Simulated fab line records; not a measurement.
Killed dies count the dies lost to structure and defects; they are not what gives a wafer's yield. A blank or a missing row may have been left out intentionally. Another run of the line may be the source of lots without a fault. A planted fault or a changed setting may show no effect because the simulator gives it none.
fab line records | flow sfq_line
[record] lots = 6 wafers = 18 last_day = 83
route steps=325 shown I3@147 M4@148
lots with no fault: from the same line, run without faults
start_h: hours from the record's opening day to when the first of the lot's shown wafers began | wait_h: hours from the lot's prior step to this one | " the same as in the row above | L1.1+2: one row covering several wafers at once | - value missing, or start not given | * or withheld: withheld | < > ~ a bound
route shown NAME@n: NAME is a module with steps in the file, n the number in the route of the first one | usual: mean/standard deviation taken from wafers without a fault | same: alike in all rows | chamber/n: place in a boat | sites: per-site readings | _std_site: their standard deviation | _edge_site: outer sites' mean less inner sites' | radius_mm: for every site, how far away it sits from the centre of the wafer | mask NAME#n: copy n | behind: the tool/chamber that last shaped the wafer | hold: the reason the lot was held/the length of the hold in hours/how it ended | device: transistor that didn't switch, given as n, p or np | end of line: the route-end tests of the same wafers | a step given without rows: its recipe and nothing more | killed: at the first sort, the dies lost to defects and structure; wafer yield is something else | map: per-die view of a wafer (x killed, . not killed, _ where there is no die)
set.NAME: the setting that was run; set.NAME@STEP: the one run at that earlier step | model.NAME: the simulator's own value behind a step, which no gauge read
certain route steps with their lots: each step a table, each wafer a row
services: from which hour (start_h, from the record's first day; less than 0 if before it) a tool's chamber was out of use, for how many hours, and why
[[steps]]
[step SFQ_TRILAYER_I3_VIA_STRIP_SOLV_CLEAN_090]
[recipe] chemistry = NMP temp_c = 70 time_s = 600
[step SFQ_TRILAYER_M4_DEP_PRE_CLEAN_092]
[recipe] gas = Ar time_s = 22.5 bias_v = 250
[step SFQ_TRILAYER_M4_DEP_SPUTTER_091]
[recipe] material = Nb base_pressure_pa = 1.33e-06 chamber_pressure_pa = 0.1333 substrate_temp_c = 20 resputter_cathode_voltage_v = 400 target_thk_nm = 200 power_w = 2000 time_s = 133.3
[usual] substrate_temp_c = 20.00/0.11 throttle_valve_pct = 30.2/0.9
// columns lot.wafer tool chamber start_h wait_h substrate_temp_c throttle_valve_pct
L766.1 pvd_sputter-05 - 891.04 0.0 20.16 30.1
L766.2 " - " " 20.03 30.4
L766.3 " - " " 19.99 31.0
L772.1 pvd_sputter-04 - 1092.96 0.0 20.05 29.7
L772.3 " - " " 20.10 28.8
L772.5 " - " " 19.91 29.1
L773.1 pvd_sputter-04 - 1100.28 0.0 19.74 29.1
L773.2 " - " " 20.10 29.5
L773.3 " - " " 19.93 31.6
L775.1 pvd_sputter-04 - 1116.58 0.0 20.12 30.7
L775.5 " - " " 19.84 29.5
L775.6 " - " " 19.99 30.5
L778.2 pvd_sputter-04 - 1242.02 0.0 19.90 29.5
L778.4 " - " " 19.89 29.1
L778.6 " - " " 19.93 29.0
L785.2 pvd_sputter-03 - 1300.05 0.0 20.04 30.7
L785.5 " - " " 19.88 30.2
L785.6 " - " " 19.88 31.4
[step SFQ_M4_RS_MEAS_924]
[recipe] thk_meas_gauge = four-point-probe reads = Nb_of_TRILAYER_M4_DEP_SPUTTER_091
[usual] M4_NB_RS = 0.888/0.01
// columns lot.wafer tool chamber start_h wait_h M4_NB_RS[ohm/sq]
L766.1 film_metro-03 - 891.13 0.0 0.897
L766.2 " - " " 0.891
L766.3 " - " " 0.892
L772.1 film_metro-01 - 1093.05 0.0 0.898
L772.3 " - " " 0.891
L772.5 " - " " 0.892
L773.1 film_metro-02 - 1100.37 0.0 0.891
L773.2 " - " " 0.898
L773.3 " - " " 0.895
L775.1 film_metro-02 - 1116.67 0.0 0.898
L775.5 " - " " 0.912
L775.6 " - " " 0.891
L778.2 film_metro-02 - 1242.13 0.1 0.896
L778.4 " - " " 0.873
L778.6 " - " " 0.872
L785.2 film_metro-02 - 1300.16 0.1 0.903
L785.5 " - " " 0.881
L785.6 " - " " 0.890
[step SFQ_TRILAYER_M4_LITHO_COAT_098]
[recipe] resist = BARC spin_rpm = 3000 resist_thk_nm = 62
[step SFQ_TRILAYER_M4_LITHO_COAT_093]
[recipe] resist = KrF spin_rpm = 3000 resist_thk_nm = 600
[step SFQ_TRILAYER_M4_LITHO_SOFTBAKE_097]
[recipe] temp_c = withheld time_s = withheld resist = KrF
[step SFQ_TRILAYER_M4_LITHO_EXPOSE_094]
[recipe] mask_id = M4 na = 0.6 source_shape = conventional sigma_outer = 0.65 target_cd_nm = 500 dose_mj = 14.4
[step SFQ_TRILAYER_M4_LITHO_PEB_096]
[recipe] peb_temp_c = 115 peb_time_s = 60 resist = KrF
[step SFQ_TRILAYER_M4_LITHO_DEVELOP_095]
[recipe] time_s = 60 resist = KrF
[step SFQ_M4_OVL_MEAS_926]
[usual] M4_OVL = 2/6.1
// columns lot.wafer tool chamber start_h wait_h M4_OVL[nm]
L766.1 overlay-02 - 1005.53 0.1 6
L766.2 " - " " 9
L766.3 " - " " 5
L772.1 overlay-02 - 1102.87 0.1 9
L772.3 " - " " 0
L772.5 " - " " 0
L773.1 overlay-01 - 1114.39 0.1 10
L773.2 " - " " 15
L773.3 " - " " 1
L775.1 overlay-01 - 1226.97 0.1 -3
L775.5 " - " " -2
L775.6 " - " " -2
L778.2 overlay-01 - 1244.67 0.1 0
L778.4 " - " " 5
L778.6 " - " " 4
L785.2 overlay-02 - 1401.92 0.1 -4
L785.5 " - " " -3
L785.6 " - " " -6
[step SFQ_TRILAYER_M4_BARC_OPEN_METAL_ETCH_123]
[recipe] mask_material = PR chemistry = O2 target_depth_nm = 125 target = BARC icp_w = 600 bias_w = 80 pressure_mtorr = 10 time_s = 41.7
[usual] bias_w = 80.01/0.24 drypump_motor_current_A = 5.8/0.63 oes_product_au = 0.686/0.0046 rf_fwd_power_W = 593.4/2.1
// columns lot.wafer tool chamber start_h wait_h bias_w drypump_motor_current_A oes_product_au rf_fwd_power_W rf_hours_counter_h model.KrF_of_TRILAYER_M4_LITHO_COAT_093.thk_nm
L766.1 rie_metal-03 0 1005.57 0.0 79.90 6.3 0.682 595.2 120 523.7
L766.2 " 1 " " 79.86 6.5 0.681 591.3 112 522.7
L766.3 " 1 " " 79.75 6.4 0.690 593.1 - 523.5
L772.1 rie_metal-04 1 1102.91 0.0 79.82 5.0 0.690 590.3 55 539.6
L772.3 " 0 " " 80.32 6.2 0.686 593.1 - 525.5
L772.5 " 0 " " 80.14 6.2 0.683 592.8 - 524.5
L773.1 rie_metal-04 0 1114.43 0.0 79.88 6.2 0.687 589.8 93 522.3
L773.2 " 1 " " 79.97 5.0 0.685 592.2 57 535.9
L773.3 " 0 " " 80.26 6.2 0.680 588.8 - 522.7
L775.1 rie_metal-03 1 1227.01 0.0 80.42 6.5 0.688 593.5 147 527.5
L775.5 " 1 " " 80.39 6.4 0.676 592.4 - 526.6
L775.6 " 1 " " 80.32 6.5 0.695 592.2 - 524.9
L778.2 rie_metal-04 1 1244.70 0.0 80.35 5.0 0.685 596.3 77 521.9
L778.4 " 1 " " 79.82 5.0 0.685 594.6 - 522.1
L778.6 " 0 " " 79.98 6.2 0.691 592.7 - 522.6
L785.2 rie_metal-02 0 1401.95 0.0 80.07 4.8 0.687 591.8 20 522
L785.5 " 1 " " 80.29 6.0 0.684 591.9 - 521.3
L785.6 " 0 " " 80.45 4.8 0.686 595.1 - 520.7
[step SFQ_TRILAYER_M4_ETCH_METAL_ETCH_096]
[recipe] target = Nb stop_on = SiO2 mask_material = PR chemistry = Cl2/Ar target_depth_nm = 240 icp_w = 600 bias_w = 80 pressure_mtorr = 10 time_s = 120
[usual] bias_w = 80.00/0.21 drypump_motor_current_A = 5.8/0.63 oes_product_au = 0.896/0.007 rf_fwd_power_W = 597.3/1.9
// columns lot.wafer tool chamber start_h wait_h bias_w drypump_motor_current_A oes_product_au rf_fwd_power_W rf_hours_counter_h model.KrF_of_TRILAYER_M4_LITHO_COAT_093.thk_nm
L766.1 rie_metal-03 0 1005.63 0.0 79.76 6.3 0.898 597.9 120 380.4
L766.2 " 1 " " 79.81 6.5 0.897 595.4 112 380.9
L766.3 " 1 " " 79.86 6.5 0.894 598.0 - 381.8
L772.1 rie_metal-04 1 1102.97 0.0 80.10 5.0 0.890 593.8 55 399.5
L772.3 " 0 " " 79.62 6.2 0.898 596.0 - 384.3
L772.5 " 0 " " 80.10 6.2 0.900 594.8 - 383.7
L773.1 rie_metal-04 0 1114.49 0.0 79.81 6.2 0.895 595.8 93 382.2
L773.2 " 1 " " 79.93 5.0 0.887 594.6 57 397.7
L773.3 " 0 " " 80.12 6.2 0.876 595.1 - 382.8
L775.1 rie_metal-03 1 1227.13 0.1 79.95 6.5 0.888 595.6 147 388.7
L775.5 " 1 " " 79.77 6.4 0.883 599.2 - 387
L775.6 " 1 " " 80.10 6.4 0.889 595.6 - 386.4
L778.2 rie_metal-04 1 1244.76 0.0 80.28 5.1 0.896 597.7 77 383.2
L778.4 " 1 " " 80.12 5.0 0.907 597.6 - 382.8
L778.6 " 0 " " 79.91 6.2 0.912 597.5 - 384.5
L785.2 rie_metal-02 0 1402.01 0.0 80.17 4.9 0.887 598.1 20 379.4
L785.5 " 1 " " 80.54 6.0 0.901 595.6 - 381.8
L785.6 " 0 " " 79.93 4.9 0.892 600.9 - 377.7
[step SFQ_TRILAYER_M4_STRIP_STRIP_097]
[recipe] gas = O2 power_w = 200 platen_temp_c = 40 overash_fraction = 0.65 chemistry = O2 pressure_mtorr = 50
[usual] drypump_motor_current_A = 5.8/0.63 oes_product_au = 0.997/0.0075
// columns lot.wafer tool chamber start_h wait_h drypump_motor_current_A oes_product_au rf_hours_counter_h
L766.1 rie_metal-03 0 1005.75 0.1 6.3 0.990 120
L766.2 " 1 " " 6.5 0.998 112
L766.3 " 1 " " 6.5 1.005 -
L772.1 rie_metal-04 1 1103.09 0.1 5.0 1.002 55
L772.3 " 0 " " 6.2 0.998 -
L772.5 " 0 " " 6.2 1.003 -
L773.1 rie_metal-04 0 1114.61 0.1 6.2 0.999 93
L773.2 " 1 " " 5.0 0.994 57
L773.3 " 0 " " 6.2 1.004 -
L775.1 rie_metal-03 0 1227.63 0.5 6.3 0.997 0
L775.5 " 0 " " 6.3 0.981 -
L775.6 " 0 " " 6.3 0.991 -
L778.2 rie_metal-04 1 1244.89 0.1 5.0 1.002 77
L778.4 " 1 " " 5.0 0.997 -
L778.6 " 0 " " 6.3 0.994 -
L785.2 rie_metal-02 0 1402.14 0.1 4.8 1.003 20
L785.5 " 1 " " 6.0 0.986 -
L785.6 " 0 " " 4.8 0.998 -
[[services]]
// columns tool chamber start_h hours kind
rie_metal-02 - 870.95 2.7 repair
pvd_sputter-05 - 893.93 3.2 repair
pvd_sputter-03 - 894.96 2.1 repair
pvd_sputter-03 - 903.39 2.5 repair
pvd_sputter-04 - 929.46 3.9 repair
pvd_sputter-05 - 968.35 3.2 repair
rie_metal-02 - 1019.71 1.3 repair
rie_metal-03 1 1107.29 2.8 repair
rie_metal-02 0 1153.59 22.1 repair
pvd_sputter-04 - 1205.86 13.4 repair
pvd_sputter-05 - 1254.68 1.8 repair
rie_metal-04 0 1256.47 6.9 repair
rie_metal-02 - 1288.60 5.3 repair
rie_metal-03 0 1293.40 11.5 repair
rie_metal-02 - 1301.21 0.3 repair
rie_metal-03 0 1311.34 7.3 repair
rie_metal-03 1 1316.08 4.3 repair
pvd_sputter-03 - 1323.92 2.0 repair
pvd_sputter-05 - 1328.44 4.5 repair
rie_metal-02 1 1333.35 2.8 repair
pvd_sputter-03 - 1347.33 5.1 repair
rie_metal-04 - 1375.47 2.8 pm
pvd_sputter-03 - 1379.62 3.0 repair
pvd_sputter-05 - 1390.89 3.9 repair
[[key]]
first_sign none at tools or gauges
[model_effect] step = SFQ_TRILAYER_M4_BARC_OPEN_METAL_ETCH_123 value = KrF_of_TRILAYER_M4_LITHO_COAT_093.thk_nm without = 525.7 struck = 537.8
[model_effect] step = SFQ_TRILAYER_M4_ETCH_METAL_ETCH_096 value = KrF_of_TRILAYER_M4_LITHO_COAT_093.thk_nm without = 386.6 struck = 398.6
met_at SFQ_TRILAYER_M4_BARC_OPEN_METAL_ETCH_123
struck_wafers L772.1,L773.2
[fault] kind = process_parameter_drift tool = rie_metal-04 chamber = 1 onset_h = 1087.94 steps = SFQ_TRILAYER_M4_BARC_OPEN_METAL_ETCH_123 channel = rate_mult offset = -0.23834 shape = step end_h = 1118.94
